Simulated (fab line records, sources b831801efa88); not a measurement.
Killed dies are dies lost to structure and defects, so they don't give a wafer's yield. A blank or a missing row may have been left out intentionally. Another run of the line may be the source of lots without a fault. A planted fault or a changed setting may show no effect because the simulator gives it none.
fab line records | flow sky130
[record] lots = 5 wafers = 15 last_day = 50
route steps=708 shown LDD_N@242
lots that met no fault: taken from a fault-free run of the same line
start_h: hours from the record's first day to the start of the lot's first wafer shown | wait_h: hours since the lot's step before | " unchanged from the row above | L1.1+2: a single row standing in for several wafers | - no value, or no start was given | * or withheld: withheld | < > ~ a bound
route shown NAME@n: NAME is a module with steps in the file, n the number in the route of the first one | usual: mean/standard deviation of fault-free wafers | same: alike in all rows | chamber/n: place in a boat | sites: the reading at each site | _std_site: standard deviation of those values | _edge_site: mean of outer sites minus mean of inner sites | radius_mm: for every site, how far away it sits from the centre of the wafer | mask NAME#n: copy n | behind: tool/chamber where the wafer was last shaped | hold: what put the lot on hold/how long, in hours/how the hold closed | device: which transistor (n, p or np) failed to switch | end of line: tests run on the same wafers once the route is complete | a step with no rows: only its recipe | killed: dies lost to structure and defects at the first sort, not the wafer's yield | map: per-die view of a wafer (x killed, . not killed, _ where there is no die)
set.NAME: the run value of the setting; set.NAME@STEP: its run value at that earlier step | model.NAME: the simulator's own value behind a step, which no gauge read
lots at some steps of the route; a table a step, a row a wafer
services: the hour from which a tool's chamber was out of use, counted from the record's first day as start_h (under 0 if before that day), plus the number of hours and why
[[steps]]
[step SKY_LDD_N_PEB_05]
[recipe] temp_c = withheld time_s = * resist = NOVOLAK
// columns lot.wafer tool chamber start_h wait_h
L074.1+3+5 litho_track-03 0 - -
L075.2+4+6 litho_track-01 0 - -
L077.3+4+5 litho_track-04 0 - -
L088.1+2+5 litho_track-03 0 - -
L095.1+3+6 litho_track-01 0 - -
[step SKY_LDD_N_DEVELOP_06]
[recipe] develop_time_s = 60 dev_temp_c = 23
[usual] developer_temp_C = 23.00/0.094
// columns lot.wafer tool chamber start_h wait_h developer_temp_C
L074.1 litho_track-03 0 406.95 0.1 22.86
L074.3 " 0 " " 22.91
L074.5 " 0 " " 22.99
L075.2 litho_track-01 0 418.07 0.1 23.21
L075.4 " 0 " " 23.08
L075.6 " 0 " " 23.23
L077.3 litho_track-04 0 437.69 0.1 23.04
L077.4 " 0 " " 22.94
L077.5 " 0 " " 22.96
L088.1 litho_track-03 0 528.30 0.1 23.03
L088.2 " 0 " " 22.84
L088.5 " 0 " " 22.91
L095.1 litho_track-01 0 587.04 0.1 23.03
L095.3 " 0 " " 23.07
L095.6 " 0 " " 23.13
[step SKY_LDD_N_OVL_MEAS_07]
[usual] LDD_N_OVL = -0.7/1.6
// columns lot.wafer tool chamber start_h wait_h LDD_N_OVL[nm]
L074.1 overlay-02 - 407.10 0.1 -2.5
L074.3 " - " " -1.7
L074.5 " - " " -1.6
L075.2 overlay-02 - 418.20 0.1 1.3
L075.4 " - " " -0.3
L075.6 " - " " -1.2
L077.3 overlay-02 - 437.80 0.1 -0.9
L077.4 " - " " -0.3
L077.5 " - " " -2.6
L088.1 overlay-02 - 528.45 0.1 -0.6
L088.2 " - " " 1.1
L088.5 " - " " -1.6
L095.1 overlay-02 - 587.19 0.1 0.6
L095.3 " - " " -2.4
L095.6 " - " " 0.2
[step SKY_LDD_N_IMPLANT_08]
[recipe] species = As energy_kev = 20 dose_cm2 = 7.5e+13 tilt_deg = withheld rotation_deg = 23
[usual] faraday_current_uA = 423/7.6
// columns lot.wafer tool chamber start_h wait_h faraday_current_uA
L074.1 implanter-02 0 407.13 0.0 410
L074.3 " 0 " " 424
L074.5 " 0 " " 425
L075.2 implanter-01 0 418.25 0.0 425
L075.4 " 0 " " 425
L075.6 " 0 " " 411
L077.3 implanter-02 0 437.88 0.1 423
L077.4 " 0 " " 425
L077.5 " 0 " " 418
L088.1 implanter-03 0 528.48 0.0 422
L088.2 " 0 " " 425
L088.5 " 0 " " 436
L095.1 implanter-02 0 587.23 0.0 420
L095.3 " 0 " " 433
L095.6 " 0 " " 438
[step SKY_LDD_N_IMPLANT_09]
[recipe] species = As energy_kev = 20 dose_cm2 = 7.5e+13 tilt_deg = withheld rotation_deg = 113
[usual] faraday_current_uA = 424/8.2
// columns lot.wafer tool chamber start_h wait_h faraday_current_uA
L074.1 implanter-02 0 407.28 0.1 416
L074.3 " 0 " " 430
L074.5 " 0 " " 422
L075.2 implanter-01 0 418.40 0.1 417
L075.4 " 0 " " 417
L075.6 " 0 " " 427
L077.3 implanter-02 0 438.03 0.1 418
L077.4 " 0 " " 428
L077.5 " 0 " " 435
L088.1 implanter-03 0 528.63 0.1 426
L088.2 " 0 " " 411
L088.5 " 0 " " 426
L095.1 implanter-02 0 587.38 0.1 428
L095.3 " 0 " " 412
L095.6 " 0 " " 437
[step SKY_LDD_N_IMPLANT_10]
[recipe] species = As energy_kev = 20 dose_cm2 = 7.5e+13 tilt_deg = withheld rotation_deg = 203
[usual] faraday_current_uA = 424/9
// columns lot.wafer tool chamber start_h wait_h faraday_current_uA
L074.1 implanter-02 0 407.43 0.1 418
L074.3 " 0 " " 427
L074.5 " 0 " " 429
L075.2 implanter-01 0 418.55 0.1 413
L075.4 " 0 " " 427
L075.6 " 0 " " 424
L077.3 implanter-02 0 438.18 0.1 425
L077.4 " 0 " " 419
L077.5 " 0 " " 438
L088.1 implanter-03 0 528.78 0.1 433
L088.2 " 0 " " 423
L088.5 " 0 " " 420
L095.1 implanter-02 0 587.53 0.1 425
L095.3 " 0 " " 422
L095.6 " 0 " " 418
[step SKY_LDD_N_IMPLANT_11]
[recipe] species = As energy_kev = 20 dose_cm2 = 7.5e+13 tilt_deg = withheld rotation_deg = 293
[usual] faraday_current_uA = 422/7.9
// columns lot.wafer tool chamber start_h wait_h faraday_current_uA
L074.1 implanter-02 0 407.58 0.1 409
L074.3 " 0 " " 406
L074.5 " 0 " " 429
L075.2 implanter-01 0 418.70 0.1 437
L075.4 " 0 " " 419
L075.6 " 0 " " 424
L077.3 implanter-02 0 438.33 0.1 412
L077.4 " 0 " " 417
L077.5 " 0 " " 430
L088.1 implanter-03 0 528.93 0.1 421
L088.2 " 0 " " 413
L088.5 " 0 " " 428
L095.1 implanter-02 0 587.68 0.1 416
L095.3 " 0 " " 411
L095.6 " 0 " " 425
[step SKY_LDD_N_IMPLANT_12]
[recipe] species = BF2 energy_kev = 50 dose_cm2 = 5e+12 tilt_deg = 30 rotation_deg = 0
[usual] faraday_current_uA = 28.2/0.51
// columns lot.wafer tool chamber start_h wait_h faraday_current_uA
L074.1 implanter-02 0 407.73 0.1 28.2
L074.3 " 0 " " 28.2
L074.5 " 0 " " 29.0
L075.2 implanter-01 0 418.85 0.1 28.1
L075.4 " 0 " " 28.1
L075.6 " 0 " " 27.4
L077.3 implanter-02 0 438.48 0.1 27.9
L077.4 " 0 " " 28.4
L077.5 " 0 " " 28.7
L088.1 implanter-03 0 529.08 0.1 28.9
L088.2 " 0 " " 28.0
L088.5 " 0 " " 27.9
L095.1 implanter-02 0 587.83 0.1 27.9
L095.3 " 0 " " 27.7
L095.6 " 0 " " 28.2
[step SKY_LDD_N_IMPLANT_13]
[recipe] species = BF2 energy_kev = 50 dose_cm2 = 5e+12 tilt_deg = 30 rotation_deg = 90
[usual] faraday_current_uA = 28.1/0.53
// columns lot.wafer tool chamber start_h wait_h faraday_current_uA
L074.1 implanter-02 0 407.88 0.1 27.6
L074.3 " 0 " " 27.6
L074.5 " 0 " " 27.8
L075.2 implanter-01 0 419.00 0.1 28.3
L075.4 " 0 " " 29.2
L075.6 " 0 " " 28.2
L077.3 implanter-02 0 438.63 0.1 27.5
L077.4 " 0 " " 27.8
L077.5 " 0 " " 27.1
L088.1 implanter-03 0 529.23 0.1 27.6
L088.2 " 0 " " 29.1
L088.5 " 0 " " 27.9
L095.1 implanter-02 0 587.98 0.1 27.8
L095.3 " 0 " " 28.3
L095.6 " 0 " " 27.0
[step SKY_LDD_N_IMPLANT_14]
[recipe] species = BF2 energy_kev = 50 dose_cm2 = 5e+12 tilt_deg = 30 rotation_deg = 180
[usual] faraday_current_uA = 28.2/0.55
// columns lot.wafer tool chamber start_h wait_h faraday_current_uA
L074.1 implanter-02 0 408.03 0.1 27.3
L074.3 " 0 " " 27.4
L074.5 " 0 " " 28.7
L075.2 implanter-01 0 419.15 0.1 28.8
L075.4 " 0 " " 28.4
L075.6 " 0 " " 28.1
L077.3 implanter-02 0 438.78 0.1 28.7
L077.4 " 0 " " 28.6
L077.5 " 0 " " 27.9
L088.1 implanter-03 0 529.38 0.1 28.3
L088.2 " 0 " " 27.9
L088.5 " 0 " " 28.1
L095.1 implanter-02 0 588.13 0.1 27.8
L095.3 " 0 " " 28.8
L095.6 " 0 " " 28.6
[step SKY_LDD_N_IMPLANT_15]
[recipe] species = BF2 energy_kev = 50 dose_cm2 = 5e+12 tilt_deg = 30 rotation_deg = 270
[usual] faraday_current_uA = 28.2/0.57
// columns lot.wafer tool chamber start_h wait_h faraday_current_uA
L074.1 implanter-02 0 408.18 0.1 28.2
L074.3 " 0 " " 28.2
L074.5 " 0 " " 27.8
L075.2 implanter-01 0 419.30 0.1 28.2
L075.4 " 0 " " 28.2
L075.6 " 0 " " 28.8
L077.3 implanter-02 0 438.93 0.1 28.6
L077.4 " 0 " " 28.5
L077.5 " 0 " " 28.0
L088.1 implanter-03 0 529.53 0.1 28.4
L088.2 " 0 " " 28.1
L088.5 " 0 " " 27.9
L095.1 implanter-02 0 588.28 0.1 27.3
L095.3 " 0 " " 28.1
L095.6 " 0 " " 28.2
[step SKY_LDD_N_STRIP_16]
[recipe] chemistry = O2/N2 power_w = 1400 pressure_mtorr = 1500 platen_temp_c = withheld o2_flow_sccm = 3000 n2_flow_sccm = 300 overash_fraction = 0.5
[usual] drypump_motor_current_A = 5.8/0.47 oes_product_au = 0.407/0.0047 strip_time_to_endpoint_s = 4.316/0.015
// columns lot.wafer tool chamber start_h wait_h drypump_motor_current_A oes_product_au rf_hours_counter_h strip_time_to_endpoint_s
L074.1 plasma_asher-02 0 408.33 0.1 6.3 0.414 72 4.295
L074.3 " 1 " " 6.5 0.412 - 4.293
L074.5 " 1 " " 6.4 0.401 - 4.310
L075.2 plasma_asher-02 0 419.43 0.1 6.3 0.403 73 4.307
L075.4 " 1 " " 6.5 0.409 - 4.307
L075.6 " 1 " " 6.5 0.404 - 4.289
L077.3 plasma_asher-01 0 439.06 0.1 5.5 0.395 - 4.306
L077.4 " 1 " " 5.4 0.407 - 4.303
L077.5 " 1 " " 5.4 0.400 - 4.326
L088.1 plasma_asher-02 0 529.68 0.1 6.3 0.404 85 4.328
L088.2 " 1 " " 6.5 0.413 85 4.343
L088.5 " 0 " " 6.3 0.412 - 4.341
L095.1 plasma_asher-02 0 588.43 0.1 6.3 0.415 91 4.324
L095.3 " 0 " " 6.3 0.407 - 4.321
L095.6 " 1 " " 6.4 0.402 - 4.324
[step SKY_LDD_N_TW_MEAS_17]
[usual] LDD_N_TW = 2593/19
// columns lot.wafer tool chamber start_h wait_h LDD_N_TW
L074.1 film_metro-03 - 408.43 0.1 2587
L074.3 " - " " 2586
L074.5 " - " " 2567
L075.2 film_metro-01 - 419.54 0.1 2624
L075.4 " - " " 2634
L075.6 " - " " 2614
L077.3 film_metro-02 - 439.15 0.1 2582
L077.4 " - " " 2601
L077.5 " - " " 2570
L088.1 film_metro-02 - 529.78 0.1 2582
L088.2 " - " " 2581
L088.5 " - " " 2588
L095.1 film_metro-03 - 588.53 0.1 2568
L095.3 " - " " 2553
L095.6 " - " " 2549
[[services]]
// columns tool chamber start_h hours kind
implanter-02 - 395.81 1.4 repair
implanter-02 - 444.63 2.2 pm
plasma_asher-01 - 487.32 1.2 repair
plasma_asher-02 - 531.71 1.1 repair
implanter-03 - 557.85 4.3 pm
[[key]]
fault none
